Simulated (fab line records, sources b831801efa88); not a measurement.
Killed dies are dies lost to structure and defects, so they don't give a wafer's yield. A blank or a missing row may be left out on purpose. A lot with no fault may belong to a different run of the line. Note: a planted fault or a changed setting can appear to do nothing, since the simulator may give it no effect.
A single fault, viewed from 2 desks ; flow sky130 ; numbers are kept per desk, each desk with only its own; the story behind them comes last

## THE METROLOGY DESK
Lot by lot, what the gauges showed, no matter which tool ran the lot: averages of those sampled wafers that carry a number. If a lot's mean is further than 4 standard deviations from the usual mean, the lot is out of limits and carries the mark OUT (the distance appears in the brackets).
Columns: A = RES_XHIGH_TW at SKY_RES_XHIGH_TW_MEAS_09, usual 1634; B = RES_XHIGH_RS at SKY_SD_N_RS_MEAS_18, usual 333.4 ohm/sq
lot;first seen here;A;B
L402;day 26 21:24;1649;335.5
L403;day 27 04:56;1651;334.1
L405;day 28 04:18;1611;335.0
L407;day 29 00:51;1652;331.7
L408;day 29 03:37;1620;333.3
L409;day 29 10:29;1614;335.0
L413;day 30 23:08;1651;331.8
L414;day 31 07:26;1652;332.7
L416;day 31 22:19;1658;334.2
L420;day 33 05:35;1541 (-4.6) OUT;372.4 (+30) OUT
L423;day 34 00:49;1571;377.0 (+34) OUT
Finding of this desk: L420, L423 out of limits, first seen on L420 at day 33 05:35 (RES_XHIGH_TW at SKY_RES_XHIGH_TW_MEAS_09). L402, L403, L405, L407, L408, L409, L413, L414, L416 stayed within limits.

## TOOL OWNER'S DESK, implanter-02
The tool's own readings at SKY_RES_XHIGH_IMPLANT_07, given as means over the sampled wafers that have a number, one for each lot that went through this tool. If a lot's mean is further than 4 standard deviations from the usual mean, the lot is out of limits and carries the mark OUT (the distance appears in the brackets).
Columns: A = faraday-current-uA at SKY_RES_XHIGH_IMPLANT_07, usual 546
lot;first seen here;A
L403;day 27 04:41;567
L407;day 29 00:37;566
L408;day 29 03:22;573
L409;day 29 10:14;557
L416;day 31 22:07;574
L420;day 33 05:20;654
L423;day 34 00:35;664
This desk's verdict: no lot among the 7 shows anything out of limits.

## ALL TOGETHER
Metrology desk: alarm possible at day 33 05:35 on L420, L423.
The desk of the tool owner found nothing out of limits.
On record at the tool owner's desk: L420, L423, within its limits.
All the named lots went through SKY_RES_XHIGH_IMPLANT_07 on implanter-02.

## WHAT THE SIMULATOR HAD PUT IN
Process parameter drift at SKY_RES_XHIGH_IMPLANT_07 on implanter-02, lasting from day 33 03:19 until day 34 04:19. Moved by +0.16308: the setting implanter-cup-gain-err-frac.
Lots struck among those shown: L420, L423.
Time in hours between the start of the fault and the first out-of-limits reading at each desk: metrology desk, 2.
